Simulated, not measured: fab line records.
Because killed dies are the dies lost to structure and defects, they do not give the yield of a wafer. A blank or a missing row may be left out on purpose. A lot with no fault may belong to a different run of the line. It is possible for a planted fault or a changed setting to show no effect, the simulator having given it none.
Matching of chambers	flow gf180mcu	GF_V3_CVD_00 on hdpcvd-01 has 3 sister chambers
The step deposits SiO2, target thk 600 nm, time 100 s. 3 wafers are shown with their chamber, then 7 later ones without.

WAFERS, EACH WITH ITS CHAMBER
wafer	chamber	runLengthS (s)
L424.6	2	128.0
L428.2	1	127.8
L428.3	0	126.7

WAFERS WITH NO CHAMBER GIVEN
wafer	runLengthS (s)
L428.6	127.9
L431.1	127.1
L431.3	128.1
L431.5	127.2
L433.1	127.8
L433.4	127.8
L433.6	127.8

THE CHAMBER EACH PASSED THROUGH
wafer	from the rows above	in truth
L428.6	can't be placed: 2 or 1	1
L431.1	can't be placed: 0 or 1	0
L431.3	can't be placed: 2 or 1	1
L431.5	can't be placed: 0 or 1 or 2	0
L433.1	can't be placed: 1 or 2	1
L433.4	can't be placed: 1 or 2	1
L433.6	can't be placed: 1 or 2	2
Placed correctly: 0 of 7. Cannot be placed on the basis of these rows: 7; the candidates contain the true chamber in 7. 0 placed wrongly.
How it was worked out, from the rows above alone: a wafer's distance from a chamber is the root of the sum, over the readings, of the square of ((its reading less the chamber's mean) divided by the reading's scatter). If the next closest chamber is less than 2 further off than the closest, the wafer can't be placed; otherwise it belongs to the closest. A chamber's mean is the mean of its shown wafers. The scatter: with one shown wafer a chamber, the root of the mean of the squares of how far each hidden wafer lies from its nearest shown one.
